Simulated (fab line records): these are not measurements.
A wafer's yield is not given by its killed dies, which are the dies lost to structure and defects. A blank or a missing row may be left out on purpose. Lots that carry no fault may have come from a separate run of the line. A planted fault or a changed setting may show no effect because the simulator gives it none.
A lot that was struck, set against a sound lot ; flow sky130 ; 43 out of 708 route steps
Sound: wafers L512.1, L512.2, L512.3. The struck wafers were L516.1, L516.2, L516.5. The cause is given at the end.
For every step that has rows: the tool of each side, followed by ch and its chambers, followed by its first start. Under that, the readings that differ: sound wafers ; struck wafers ; difference of the means ; sigmas: that difference in standard deviations of wafers without a fault.
alike: readings with means less than 2 such deviations apart, plus words and numbers identical on both sides. not compared: withheld readings, readings lacking a value on some wafer, bounds such as >300 that could conceal the same value, and numbers that have no deviation in the record and whose values overlap.
Wherever a step has rows on one side only, a row that says differs or no value, or a row with sigmas, the two part there. Non-overlapping numbers with no deviation appear without sigmas and do not part them. Lack of a reading on every wafer of one side parts them only where that side has two or more wafers.

first, 3 steps without rows for these wafers: SKY_FIELD_ISO_EXPOSE_10 (exposes mask FOM, target cd 150 nm); SKY_FIELD_ISO_PEB_11; SKY_FIELD_ISO_DEVELOP_12 (develop time 60 s).
SKY_FIELD_ISO_CD_MEAS_13: the cd target is 150 nm.
  sound on cd-sem-01, day 2 20:46; struck on cd-sem-01, day 3 11:55
  alike: cd-nm
SKY_FIELD_ISO_ETCH_14: etches BARC in N2/H2, stops on SiO2, time 45.9 s, target depth 60 nm.
  sound on rie-diel-02 ch 0,2,3, day 2 20:53; struck on rie-diel-01 ch 0,1, day 3 12:02
  alike: drypump-motor-current-A, oes-product-au, throttle-valve-pct
  not compared: rf-hours-counter-h
then, 1 step without rows for these wafers: SKY_FIELD_ISO_ETCH_15 (etches the open film in CHF3/O2, stops on Si, target depth 180 nm, time 72 s).
SKY_FIELD_ISO_STRIP_16: strips in O2/N2.
  sound on plasma-asher-01 ch 0,1, day 2 20:59; struck on plasma-asher-02 ch 0,1, day 3 12:11
  alike: drypump-motor-current-A, oes-product-au, strip-time-to-endpoint-s
  not compared: rf-hours-counter-h
SKY_FIELD_ISO_ETCH_17: etches Si in HBr/Cl2/O2, target depth 342 nm, time 101.3 s.
  sound on rie-si-02 ch 0,1,3, day 2 21:05; struck on rie-si-02 ch 0,1,3, day 3 12:17
  alike: drypump-motor-current-A, oes-product-au, throttle-valve-pct
  not compared: rf-hours-counter-h
then, 4 steps without rows for these wafers: SKY_FIELD_ISO_WET_ETCH_18 (etches Si3N4 in H3PO4, target depth 25 nm, time 286 s); SKY_FIELD_ISO_CLEAN_19 (cleans in SC1/SC2, time 150 s); SKY_FIELD_ISO_CLEAN_20 (cleans in dHF, time 20 s); SKY_FIELD_ISO_WET_ETCH_21 (etches SiO2 in dHF, target depth 20 nm, time 400 s).
SKY_FIELD_ISO_OXIDATION_22: stabilise 600 s, purge 300 s, target thk 10 nm.
  sound on furnace-02 ch 0, day 2 22:16; struck on furnace-01 ch 0, day 3 15:24
reading;sound;struck;difference;sigmas
zone-power-bottom-pct (%);30.6 30.6 30.5;33.4 33.5 33.6;+2.9;+2
zone-power-top-pct (%);34.4 34.3 34.6;37.0 36.8 36.1;+2.2;+2
SKY_FIELD_ISO_THK_MEAS_23:
  sound on film-metro-02, day 2 23:26; struck on film-metro-01, day 3 16:34
  alike: FIELD_ISO_OXIDATION_01_THK
then, 1 step without rows for these wafers: SKY_FIELD_ISO_CVD_24 (deposits SiO2, target thk 595 nm, time 99.2 s).
SKY_FIELD_ISO_THK_MEAS_25:
  sound on film-metro-03, day 2 23:34; struck on film-metro-02, day 3 16:43
  alike: FIELD_ISO_CVD_24_THK
then, 1 step without rows for these wafers: SKY_FIELD_ISO_ANNEAL_26 (time 1800 s).
SKY_FIELD_ISO_CMP_27: polishes, stops on Si3N4, t overpolish 16 s, target thk 457.8 nm.
  sound on cmp-02 ch 0,1,3, day 3 01:18; struck on cmp-01 ch 1,2,3, day 3 19:10
  alike: head-pressure-psi, motor-current-A, overpolish-run-s, time-to-endpoint-s
then, 5 steps without rows for these wafers: SKY_FIELD_ISO_WET_ETCH_28 (etches SiO2 in dHF, target depth 23.7 nm, time 47 s); SKY_FIELD_ISO_WET_ETCH_29 (etches Si3N4 in H3PO4, target depth 160 nm, time 1825 s); SKY_FIELD_ISO_WET_ETCH_30 (etches SiO2 in dHF, target depth 25 nm, time 50 s); SKY_NWELL_CLEAN_00 (cleans in SC1/SC2, time 150 s); SKY_NWELL_OXIDATION_01 (stabilise 600 s, purge 300 s, target thk 10 nm).
SKY_NWELL_THK_MEAS_02:
  sound on film-metro-04, day 3 05:04; struck on film-metro-04, day 3 22:05
  alike: NWELL_OXIDATION_THK
then, 8 steps without rows for these wafers: SKY_DNWELL_DEHYDRATE_00 (time 60 s); SKY_DNWELL_HMDS_01 (prime time 60 s); SKY_DNWELL_COAT_02 (resist thk 3000 nm); SKY_DNWELL_SOFTBAKE_03; SKY_DNWELL_EXPOSE_04 (exposes mask DNM, target cd 3000 nm); SKY_DNWELL_PEB_05; SKY_DNWELL_DEVELOP_06 (develop time 60 s); SKY_DNWELL_IMPLANT_07.
SKY_DNWELL_STRIP_08: strips in O2/N2.
  sound on plasma-asher-04 ch 0,1, day 3 20:55; struck on plasma-asher-04 ch 0,1, day 4 14:41
  alike: drypump-motor-current-A, oes-product-au, strip-time-to-endpoint-s
  not compared: rf-hours-counter-h
SKY_DNWELL_TW_MEAS_09:
  sound on film-metro-03, day 3 21:01; struck on film-metro-01, day 4 14:47
  alike: DNWELL_TW
then, 7 steps without rows for these wafers: SKY_PWDE_DEHYDRATE_00 (time 60 s); SKY_PWDE_HMDS_01 (prime time 60 s); SKY_PWDE_COAT_02 (resist thk 3022 nm); SKY_PWDE_SOFTBAKE_03; SKY_PWDE_EXPOSE_04 (exposes mask PWDEM, target cd 840 nm); SKY_PWDE_PEB_05; SKY_PWDE_DEVELOP_06 (develop time 60 s).
SKY_PWDE_OVL_MEAS_07:
  sound on overlay-02, day 4 13:15; struck on overlay-02, day 5 08:24
  alike: PWDE_OVL
-- the record jumps here: 42 days lie between the struck wafers' starts before and after (it left off in module PWDE and takes up again in module PAD_OPEN, whose first step shown is number 708 of the route) --
SKY_PAD_OPEN_PROBE_99:
  sound on prober-02, day 46 11:56; struck on prober-02, day 47 10:41
reading;sound;struck;difference;sigmas
model.etest.diode-nwell-sub.leak-log10-a-cm2;-7.335 -7.279 -7.482;-6.591 -7.048 -6.89;+0.522;
model.etest.diode-pwell-dnwell.leak-log10-a-cm2;-7.635 -7.659 -7.524;-7.158 -7.061 -7.332;+0.422;
  alike: killed_at_M0_to_M3, killed_at_M4_up, killed-at-contacts, killed-at-front-end, killed-at-other, killed-dies, killed-open, killed-short
  not compared: model.etest.diode-dnwell-sub.leak-log10-a-cm2, model.etest.nfet_16v.off-log10-a-um

WHERE THEY PART
At SKY_FIELD_ISO_OXIDATION_22 and nowhere else, as far as this record goes. Later steps at which nothing parts them and some readings are alike: SKY_FIELD_ISO_THK_MEAS_23, SKY_FIELD_ISO_THK_MEAS_25, SKY_FIELD_ISO_CMP_27, SKY_NWELL_THK_MEAS_02, SKY_DNWELL_STRIP_08, SKY_DNWELL_TW_MEAS_09, SKY_PWDE_OVL_MEAS_07, SKY_PAD_OPEN_PROBE_99.

WHY: whatever the simulator had introduced
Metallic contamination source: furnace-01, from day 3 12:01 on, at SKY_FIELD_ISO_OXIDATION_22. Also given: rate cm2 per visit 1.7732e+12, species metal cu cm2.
